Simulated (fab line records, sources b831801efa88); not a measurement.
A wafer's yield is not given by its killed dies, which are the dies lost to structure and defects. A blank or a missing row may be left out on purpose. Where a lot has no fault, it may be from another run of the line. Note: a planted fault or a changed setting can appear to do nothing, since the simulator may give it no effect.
Commonality check across tools ; flow sky130 ; Sample size 12 lots and 36 wafers

== WHY IT WAS OPENED ==
2 of 12 lots carry a flag on the reading NWELL_RS at SKY_NWELL_RS_MEAS_29. Fault-free wafers read 624.8 ohm/sq, with a standard deviation of 1.8.
Rule: a lot is flagged in two cases, either no wafer of it has a number, or all its wafers with numbers fall more than 4 standard deviations from that mean. All remaining lots are regarded as sound.

lot;measured;on;NWELL_RS (ohm/sq), wafer by wafer;flag
L690;day 5 08:40;film_metro-01;626.3 622.8 625.9;
L691;day 5 16:13;film_metro-01;624.2 625.0 625.2;
L692;day 5 21:06;film_metro-04;622.1 624.2 623.3;
L693;day 6 02:32;film_metro-03;622.5 622.6 624.2;
L699;day 7 19:40;film_metro-03;624.2 622.2 621.9;
L700;day 7 20:52;film_metro-03;628.3 629.0 626.0;
L701;day 8 04:43;film_metro-04;633.8 632.6 633.7;FLAGGED
L702;day 8 07:31;film_metro-01;633.3 632.2 632.7;FLAGGED
L710;day 11 05:36;film_metro-03;628.3 628.1 626.4;
L711;day 11 16:22;film_metro-01;625.3 624.5 624.7;
L713;day 11 16:43;film_metro-03;624.9 626.6 625.9;
L712;day 11 17:13;film_metro-01;622.8 624.9 623.5;
The mean of the flagged lots' numbers is 633.0 ohm/sq, +8.2 ohm/sq from the usual (+5 standard deviations).

== EACH LOT AND THE TOOL IT RAN ON ==
Before the reading, the record contains 3 process steps out of a 708-step route. Read each cell as the tool, then ch plus the chambers that the sampled wafers visited, then the start.
lot;flag;SKY_FIELD_ISO_STRIP_16;SKY_NWELL_IMPLANT_13;SKY_NWELL_STRIP_14
L690;;plasma_asher-02 ch 0,1, day 2 06:22;implanter-02 ch 0, day 4 15:08;plasma_asher-01 ch 0,1, day 4 15:17
L691;;plasma_asher-01 ch 0, day 2 15:02;implanter-02 ch 0, day 4 22:03;plasma_asher-03 ch 0,1, day 4 22:12
L692;;plasma_asher-02 ch 0,1, day 2 17:29;implanter-02 ch 0, day 5 01:38;plasma_asher-01 ch 0,1, day 5 01:47
L693;;plasma_asher-04 ch 0,1, day 2 22:05;implanter-03 ch 0, day 5 07:35;plasma_asher-02 ch 0,1, day 5 07:42
L699;;plasma_asher-04 ch 0,1, day 4 07:34;implanter-02 ch 0, day 6 23:37;plasma_asher-02 ch 0,1, day 6 23:45
L700;;plasma_asher-02 ch 0,1, day 4 10:18;implanter-03 ch 0, day 7 01:15;plasma_asher-02 ch 0,1, day 7 01:24
L701;FLAGGED;plasma_asher-01 ch 0,1, day 4 18:17;implanter-02 ch 0, day 7 09:05;plasma_asher-01 ch 0,1, day 7 09:14
L702;FLAGGED;plasma_asher-01 ch 0,1, day 4 20:37;implanter-02 ch 0, day 7 12:12;plasma_asher-01 ch 0,1, day 7 12:21
L710;;plasma_asher-04 ch 0,1, day 6 13:16;implanter-01 ch 0, day 10 06:43;plasma_asher-02 ch 0,1, day 10 06:50
L711;;plasma_asher-04 ch 0,1, day 6 20:35;implanter-02 ch 0, day 10 16:22;plasma_asher-03 ch 1, day 10 16:29
L713;;plasma_asher-01 ch 0,1, day 7 10:43;implanter-02 ch 0, day 10 16:49;plasma_asher-01 ch 0,1, day 10 16:56
L712;;plasma_asher-01 ch 0,1, day 7 03:21;implanter-02 ch 0, day 10 17:14;plasma_asher-03 ch 0,1, day 10 17:23
What is done by these steps:
- SKY_FIELD_ISO_STRIP_16: strips in O2/N2.
- SKY_NWELL_IMPLANT_13
- SKY_NWELL_STRIP_14: strips in O2/N2.
- SKY_NWELL_RS_MEAS_29: measures by four-point-probe.

== FLAGGED OVER TOTAL, TOOL BY TOOL (the gauges that took the reading come last) ==
step;tool;lots run;flagged;share of the flagged lots;sound lots run after its first flagged lot
SKY_FIELD_ISO_STRIP_16;plasma_asher-01;5;2;all;2 (L712,L713)
SKY_FIELD_ISO_STRIP_16;plasma_asher-02;3;0;none;-
SKY_FIELD_ISO_STRIP_16;plasma_asher-04;4;0;none;-
SKY_NWELL_IMPLANT_13;implanter-01;1;0;none;-
SKY_NWELL_IMPLANT_13;implanter-02;9;2;all;3 (L711,L713,L712)
SKY_NWELL_IMPLANT_13;implanter-03;2;0;none;-
SKY_NWELL_STRIP_14;plasma_asher-01;5;2;all;1 (L713)
SKY_NWELL_STRIP_14;plasma_asher-02;4;0;none;-
SKY_NWELL_STRIP_14;plasma_asher-03;3;0;none;-
SKY_NWELL_RS_MEAS_29;film_metro-01;5;1;some;2 (L711,L712)
SKY_NWELL_RS_MEAS_29;film_metro-03;5;0;none;-
SKY_NWELL_RS_MEAS_29;film_metro-04;2;1;some;0

== WHAT THE TABLE ALLOWS ==
plasma_asher-01 at SKY_FIELD_ISO_STRIP_16, implanter-02 at SKY_NWELL_IMPLANT_13 and plasma_asher-01 at SKY_NWELL_STRIP_14: these 3 rows of the table ran every flagged lot.
- plasma_asher-01 at SKY_FIELD_ISO_STRIP_16 ran 5 lots, 2 of them flagged. Lots that were sound ran on it after the first flagged one (L712, L713); a persistent fault on the entire tool would not allow that.
- implanter-02 at SKY_NWELL_IMPLANT_13 ran 9 lots, 2 of them flagged. Lots that were sound ran on it after the first flagged one (L711, L713, L712); a persistent fault on the entire tool would not allow that. Its own readings lie more than 4 standard deviations out on every wafer of the flagged lots: dose_ions_cm2, faraday_current_uA.
- plasma_asher-01 at SKY_NWELL_STRIP_14 ran 5 lots, 2 of them flagged. Lots that were sound ran on it after the first flagged one (L713); a persistent fault on the entire tool would not allow that.
Every row of the table either missed a flagged lot or ran a sound lot after the first.

== WHAT HAD BEEN PUT IN BY THE SIMULATOR ==
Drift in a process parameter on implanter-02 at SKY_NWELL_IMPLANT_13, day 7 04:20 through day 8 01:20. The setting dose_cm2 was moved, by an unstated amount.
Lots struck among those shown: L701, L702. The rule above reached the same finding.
